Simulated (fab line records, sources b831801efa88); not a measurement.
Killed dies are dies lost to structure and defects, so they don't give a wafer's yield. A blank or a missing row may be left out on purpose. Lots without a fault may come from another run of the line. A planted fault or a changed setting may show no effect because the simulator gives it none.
Which tool did it? | flow gf180mcu | 14 lots, 42 wafers sampled, at 5 steps of a route of 602

WHAT THE GAUGES READ, wafer by wafer
GF_HV_LDD_OVL_MEAS_47. Usual: HV_LDD_03_OVL -1.7 nm, standard deviation 1.9.
lot  | measured     | on         | HV_LDD_03_OVL (nm) | flag
L570 | day 12 05:33 | overlay-01 | -1.6 -1.3 -3.5     |
L573 | day 13 07:12 | overlay-01 | -6.4 -6.3 -4.8     |
L574 | day 13 17:57 | overlay-01 | -2.4 -1.1 -2.7     |
L575 | day 14 00:09 | overlay-02 | -5.5 -4.0 -5.8     |
L576 | day 14 10:39 | overlay-01 | -3.9 -4.5 -3.3     |
L577 | day 14 20:28 | overlay-02 | -1.2 -2.5 -2.9     |
L579 | day 15 13:37 | overlay-02 | -0.6 -0.8 -0.1     |
L580 | day 15 20:01 | overlay-02 | 0.1 -1.6 -0.9      |
L582 | day 16 09:01 | overlay-01 | -1.0 -4.4 -3.9     |
L584 | day 17 04:59 | overlay-01 | -2.3 -1.8 -1.8     |
L586 | day 18 02:41 | overlay-02 | -4.1 -3.6 -2.4     |
L588 | day 18 11:09 | overlay-02 | 0.4 -1.8 -2.2      |
L592 | day 19 20:09 | overlay-02 | 0.4 -0.4 -0.1      |
L593 | day 20 02:36 | overlay-01 | 0.5 0.1 -0.9       |

GF_NSD_CD_MEAS_07: target cd 400 nm. Usual: cd_nm 399.2 nm, standard deviation 2.1.
lot  | measured     | on        | cd_nm (nm)        | flag
L570 | day 13 05:29 | cd_sem-01 | 398.3 398.0 397.1 |
L573 | day 14 06:03 | cd_sem-02 | 400.9 398.3 402.5 |
L574 | day 14 17:50 | cd_sem-02 | 399.6 398.1 395.7 |
L575 | day 14 23:55 | cd_sem-02 | 396.2 395.9 398.3 |
L576 | day 15 11:11 | cd_sem-02 | 399.3 400.9 398.2 |
L577 | day 15 23:25 | cd_sem-02 | 402.0 398.5 400.5 |
L579 | day 16 15:50 | cd_sem-01 | 400.8 400.0 400.6 |
L580 | day 16 23:26 | cd_sem-01 | 398.8 400.6 397.6 |
L582 | day 17 11:48 | cd_sem-01 | 399.0 400.1 398.8 |
L584 | day 18 07:49 | cd_sem-02 | 395.6 397.1 398.5 |
L586 | day 19 05:50 | cd_sem-01 | 396.9 399.5 399.7 |
L588 | day 19 14:53 | cd_sem-01 | 399.6 401.8 400.6 |
L592 | day 20 23:08 | cd_sem-02 | 402.3 403.7 403.9 |
L593 | day 21 05:10 | cd_sem-01 | 395.7 394.6 394.8 |

GF_PSD_OVL_MEAS_08. Usual: PSD_OVL 0.1 nm, standard deviation 1.3.
lot  | measured     | on         | PSD_OVL (nm)   | flag
L570 | day 14 02:05 | overlay-01 | -0.5 0.1 -0.9  |
L573 | day 15 03:48 | overlay-01 | 0.0 1.2 0.5    |
L574 | day 15 16:02 | overlay-01 | -2.0 -0.2 -1.5 |
L575 | day 15 22:54 | overlay-01 | 2.6 2.1 2.1    |
L576 | day 16 10:09 | overlay-01 | -2.3 -0.3 -0.7 |
L577 | day 16 22:15 | overlay-02 | 0.9 1.9 0.8    |
L579 | day 17 14:48 | overlay-02 | -0.3 -0.9 0.3  |
L580 | day 17 23:30 | overlay-01 | -1.2 -0.9 -0.9 |
L582 | day 18 11:27 | overlay-01 | 1.3 1.2 1.0    |
L584 | day 19 08:05 | overlay-02 | -0.3 -3.1 -2.0 |
L586 | day 20 06:37 | overlay-01 | -0.8 -1.6 -1.0 |
L588 | day 20 15:21 | overlay-02 | 0.8 0.3 0.3    |
L592 | day 21 23:06 | overlay-02 | -1.3 -0.9 -1.8 |
L593 | day 22 05:38 | overlay-02 | 2.0 2.2 1.8    |

GF_PSD_RS_MEAS_14: measures by four-point-probe. Usual: NSD_RS 46.61 ohm/sq, standard deviation 0.093.
lot  | measured     | on            | NSD_RS (ohm/sq)   | flag
L570 | day 14 02:34 | film_metro-01 | 46.55 46.58 46.62 |
L573 | day 15 04:35 | film_metro-01 | 46.61 46.57 46.47 |
L574 | day 15 16:31 | film_metro-01 | 46.71 46.49 46.66 |
L575 | day 15 23:23 | film_metro-01 | 46.56 46.45 46.51 |
L576 | day 16 10:38 | film_metro-01 | 46.66 46.58 46.52 |
L577 | day 16 22:46 | film_metro-04 | 46.73 46.64 46.68 |
L579 | day 17 15:18 | film_metro-02 | 46.68 46.73 46.71 |
L580 | day 18 00:00 | film_metro-02 | 46.74 46.77 46.77 |
L582 | day 18 11:56 | film_metro-02 | 46.63 46.64 46.55 |
L584 | day 19 08:34 | film_metro-04 | 47.48 47.44 47.41 | OFF
L586 | day 20 07:08 | film_metro-01 | 47.38 47.40 47.53 | OFF
L588 | day 20 15:49 | film_metro-04 | 46.67 46.62 46.58 |
L592 | day 21 23:35 | film_metro-04 | 46.45 46.55 46.53 |
L593 | day 22 06:07 | film_metro-01 | 46.75 46.46 46.64 |

WHICH TOOL RAN EACH LOT (tool, then ch and the chambers of the sampled wafers, then the start)
lot  | GF_NSD_IMPLANT_10
L570 | implanter-03 ch 0, day 13 05:47
L573 | implanter-03 ch 0, day 14 06:21
L574 | implanter-04 ch 0, day 14 18:08
L575 | implanter-04 ch 0, day 15 00:14
L576 | implanter-03 ch 0, day 15 11:29
L577 | implanter-04 ch 0, day 15 23:44
L579 | implanter-04 ch 0, day 16 16:09
L580 | implanter-02 ch 0, day 16 23:45
L582 | implanter-03 ch 0, day 17 12:06
L584 | implanter-02 ch 0, day 18 08:07
L586 | implanter-02 ch 0, day 19 06:10
L588 | implanter-04 ch 0, day 19 15:12
L592 | implanter-03 ch 0, day 20 23:27
L593 | implanter-04 ch 0, day 21 05:28
- GF_NSD_IMPLANT_10

WHAT THE TOOLS THEMSELVES READ (means of the sampled wafers that have a number; where no wafer has one, the mark that the record gives instead)
GF_NSD_IMPLANT_10. Usual: beam_energy_keV 40.000, standard deviation 0.013; beam_on_s 10.01 s, standard deviation 0.19; dose_ions_cm2 4.999e+14, standard deviation 5.4e+11; faraday_current_uA 2785, standard deviation 53.
lot  | tool         | beam_energy_keV | beam_on_s (s) | dose_ions_cm2 | faraday_current_uA | flag
L570 | implanter-03 | 40.014          | 9.81          | 5.005e+14     | 2839               |
L573 | implanter-03 | 40.013          | 9.99          | 5.001e+14     | 2788               |
L574 | implanter-04 | 39.986          | 10.00         | 5.001e+14     | 2790               |
L575 | implanter-04 | 40.018          | 9.95          | 5.000e+14     | 2803               |
L576 | implanter-03 | 39.986          | 10.26         | 5.001e+14     | 2717               |
L577 | implanter-04 | 40.008          | 9.93          | 4.999e+14     | 2801               |
L579 | implanter-04 | 39.998          | 10.16         | 5.004e+14     | 2746               |
L580 | implanter-02 | 40.001          | 9.93          | 4.994e+14     | 2796               |
L582 | implanter-03 | 39.991          | 9.99          | 5.003e+14     | 2787               |
L584 | implanter-02 | 40.001          | 8.56          | 5.001e+14     | 3256               | OFF
L586 | implanter-02 | 39.997          | 8.49          | 5.001e+14     | 3281               | OFF
L588 | implanter-04 | 40.022          | 10.10         | 5.011e+14     | 2762               |
L592 | implanter-03 | 39.991          | 10.12         | 5.000e+14     | 2757               |
L593 | implanter-04 | 39.996          | 10.12         | 5.004e+14     | 2753               |

THE ANSWER, worked out from the rows above alone
Rule: a lot is off if the mean of its wafers that have a number lies more than 3 standard deviations from the usual mean. A lot without any number at a reading at which 4 lots or more have one is off too. The other lots that the step has rows for count as sound. The gauges are gone through in route order, then the tools' own readings, and for those a lot's mean is taken as printed above. The first step at which some lot is off is used, and at that step the reading that is off furthest; a lot without a number counts as furthest.
Off: L584, L586, at GF_PSD_RS_MEAS_14 (NSD_RS).
A tool fits if, at a process step before that reading, it ran every lot that is off, and no sound lot after the first of them. The gauges at GF_PSD_RS_MEAS_14 aren't tried: what is off there is off at GF_NSD_IMPLANT_10 too, on other tools, and a gauge's error can't cause that. One fits: implanter-02 at GF_NSD_IMPLANT_10. Its last sound lot is L580 (day 16 23:45), its first lot that is off L584 (day 18 08:07): a fault that began between those two fits.
The tool's own readings at GF_NSD_IMPLANT_10 bear it out: on the lots that are off they differ by more than 5 times the standard deviation of the sound lots' means. beam_on_s reads 8.53 s there against 10.03 s on the sound lots; faraday_current_uA reads 3268 there against 2778 on the sound lots.

WHAT THE SIMULATOR HAD PUT IN
Process parameter drift: implanter-02, from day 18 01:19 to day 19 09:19, at GF_NSD_IMPLANT_10. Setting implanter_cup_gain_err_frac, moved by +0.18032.
Lots struck among those shown: L584, L586. The rule above found the same.
